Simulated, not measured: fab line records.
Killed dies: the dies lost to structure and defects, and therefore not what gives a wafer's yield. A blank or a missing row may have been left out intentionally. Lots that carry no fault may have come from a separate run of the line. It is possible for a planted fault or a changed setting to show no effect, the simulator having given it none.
Which tool did it? ; flow gf180mcu ; 15 lots, 45 wafers sampled, at 4 steps of a route of 602

== WHAT THE GAUGES READ, wafer by wafer ==
No reading from a measuring or inspecting step in the record can be judged against a usual standard deviation.

== TOOL THAT RAN EACH LOT (tool first, then ch and the chambers of the sampled wafers, then the start) ==
lot;GF_V2_CVD_02;GF_V2_EXPOSE_11;GF_V2_SPUTTER_21;GF_V2_CVD_23
L230;pecvd-03 ch 0,1, day 19 01:33;krfScanner-01 ch 0, day 19 14:04;pvdSputter-04, day 20 02:53;cvdW-02 ch 1, day 20 02:59
L231;pecvd-03 ch 0,2, day 19 23:13;krfScanner-01 ch 0, day 20 11:50;pvdSputter-04, day 21 00:53;cvdW-02 ch 0,1, day 21 00:59
L233;pecvd-02 ch 0,1, day 20 05:46;krfScanner-01 ch 0, day 20 18:30;pvdSputter-04, day 21 07:22;cvdW-02 ch 0,1, day 21 07:30
L234;pecvd-01 ch 0,2, day 21 01:50;krfScanner-02 ch 0, day 21 14:52;pvdSputter-04, day 22 03:32;cvdW-01 ch 0,1, day 22 03:38
L236;pecvd-01 ch 0,1,2, day 21 14:16;krfScanner-02 ch 0, day 22 02:30;pvdSputter-04, day 22 14:52;cvdW-01 ch 0,1, day 22 14:58
L235;pecvd-03 ch 0,1,2, day 21 17:16;krfScanner-01 ch 0, day 22 05:49;pvdSputter-01, day 22 18:04;cvdW-01 ch 0,1, day 22 18:13
L237;pecvd-03 ch 0,1,2, day 22 01:05;krfScanner-02 ch 0, day 22 13:19;pvdSputter-01, day 23 02:04;cvdW-02 ch 0,1, day 23 02:10
L243;pecvd-02 ch 0,1,2, day 24 03:04;krfScanner-02, day 24 14:36;pvdSputter-02, day 25 01:58;cvdW-02 ch 0,1, day 25 02:04
L244;pecvd-03 ch 0,1,2, day 24 10:10;krfScanner-01, day 24 22:07;pvdSputter-01, day 25 09:28;cvdW-02 ch 0,1, day 25 09:34
L245;pecvd-02 ch 0,2, day 24 14:43;krfScanner-02, day 25 02:23;pvdSputter-01, day 25 13:49;cvdW-01 ch 0,1, day 25 13:58
L248;pecvd-03 ch 0,2, day 25 18:19;krfScanner-02 ch 0, day 26 05:28;pvdSputter-02, day 26 16:44;cvdW-01 ch 0,1, day 26 16:52
L249;pecvd-02 ch 0,1, day 25 22:51;krfScanner-02 ch 0, day 26 10:11;pvdSputter-01, day 26 21:27;cvdW-02 ch 0,1, day 26 21:35
L251;pecvd-03 ch 0,1,2, day 26 12:18;krfScanner-01 ch 0, day 26 23:28;pvdSputter-02, day 27 10:31;cvdW-01 ch 0,1, day 27 10:37
L252;pecvd-01 ch 0,1,2, day 26 18:28;krfScanner-02 ch 0, day 27 05:16;pvdSputter-04, day 27 17:13;cvdW-01 ch 0,1, day 27 17:21
L253;pecvd-03 ch 0,1,2, day 27 02:17;krfScanner-01 ch 0, day 27 12:59;pvdSputter-04, day 27 23:40;cvdW-02 ch 0,1, day 27 23:46
- GF_V2_CVD_02: deposits SiO2 from TEOS, target thk 850 nm, time 94.851 s.
- GF_V2_EXPOSE_11: exposes mask Via2, target cd 260 nm.
- GF_V2_SPUTTER_21: material Ti, target thk 15 nm, time 80.02 s.
- GF_V2_CVD_23: deposits W, target thk 350 nm, time 104.94 s.

== WHAT THE TOOLS THEMSELVES READ (means of the sampled wafers that have a number; where no wafer has one, the mark that the record gives instead) ==
GF_V2_CVD_02.
lot;tool;heaterPowerW (W);susceptorTempC (C)
L230;pecvd-03;636;399.86
L231;pecvd-03;652;399.96
L233;pecvd-02;703;400.08
L234;pecvd-01;759;399.91
L236;pecvd-01;670;399.89
L235;pecvd-03;677;400.03
L237;pecvd-03;686;400.16
L243;pecvd-02;711;400.08
L244;pecvd-03;644;399.89
L245;pecvd-02;696;400.01
L248;pecvd-03;641;400.09
L249;pecvd-02;684;400.06
L251;pecvd-03;684;400.22
L252;pecvd-01;748;399.83
L253;pecvd-03;674;399.92

GF_V2_EXPOSE_11.
lot;tool;exposureDoseMJCm2;focusOffsetNm (nm)
L230;krfScanner-01;37.92;-0.3
L231;krfScanner-01;37.93;-0.2
L233;krfScanner-01;37.97;-0.1
L234;krfScanner-02;37.95;0.5
L236;krfScanner-02;37.92;0.3
L235;krfScanner-01;37.94;0.2
L237;krfScanner-02;37.92;-0.2
L243;krfScanner-02;-;-
L244;krfScanner-01;-;-
L245;krfScanner-02;-;-
L248;krfScanner-02;37.95;0.1
L249;krfScanner-02;37.91;0.3
L251;krfScanner-01;37.93;0.7
L252;krfScanner-02;38.00;0.2
L253;krfScanner-01;37.93;-0.1

GF_V2_SPUTTER_21.
lot;tool;throttleValvePct (%)
L230;pvdSputter-04;29.8
L231;pvdSputter-04;30.1
L233;pvdSputter-04;30.2
L234;pvdSputter-04;30.1
L236;pvdSputter-04;30.0
L235;pvdSputter-01;29.2
L237;pvdSputter-01;29.2
L243;pvdSputter-02;30.1
L244;pvdSputter-01;29.1
L245;pvdSputter-01;29.0
L248;pvdSputter-02;30.0
L249;pvdSputter-01;29.2
L251;pvdSputter-02;31.1
L252;pvdSputter-04;30.1
L253;pvdSputter-04;29.8

GF_V2_CVD_23.
lot;tool;heaterPowerW (W);susceptorTempC (C)
L230;cvdW-02;851;400.03
L231;cvdW-02;840;399.91
L233;cvdW-02;830;399.98
L234;cvdW-01;780;399.69
L236;cvdW-01;784;400.29
L235;cvdW-01;770;399.89
L237;cvdW-02;819;400.08
L243;cvdW-02;808;400.00
L244;cvdW-02;833;400.03
L245;cvdW-01;797;400.14
L248;cvdW-01;775;399.70
L249;cvdW-02;812;399.77
L251;cvdW-01;795;400.02
L252;cvdW-01;807;399.67
L253;cvdW-02;826;400.28

== THE ANSWER, worked out from the rows above alone ==
Rule: usual is defined by the lots themselves. The widest of any qualifying gaps counts: lots, ordered by their means at a reading, are off when they make up no more than a third of the lots, leave a main group of 4 or more, and stand apart from it by 3 or more times the standard deviation of that group's means. A main group whose means are all the same, to the digits that the tables above print for the reading, isn't used. Also off: a lot with no number at a reading for which 4 or more lots have one. Where the step has rows for the other lots, those lots are counted as sound. Order of review: gauges by route order, followed by the tools' own readings, for which a lot's mean as printed above is used. The first step at which some lot is off is used, and at that step the reading that is off furthest; a lot without a number counts as furthest.
Off, at GF_V2_EXPOSE_11 on exposureDoseMJCm2: L243, L244, L245. Without a number there: L243, L244, L245. The main group has a mean of 37.94 with a standard deviation of 0.024.
A tool fits if, at that step or a process step before it, it ran every lot that is off, and no sound lot after the first of them. Of those tried, none fits.

== WHAT HAD BEEN PUT IN BY THE SIMULATOR ==
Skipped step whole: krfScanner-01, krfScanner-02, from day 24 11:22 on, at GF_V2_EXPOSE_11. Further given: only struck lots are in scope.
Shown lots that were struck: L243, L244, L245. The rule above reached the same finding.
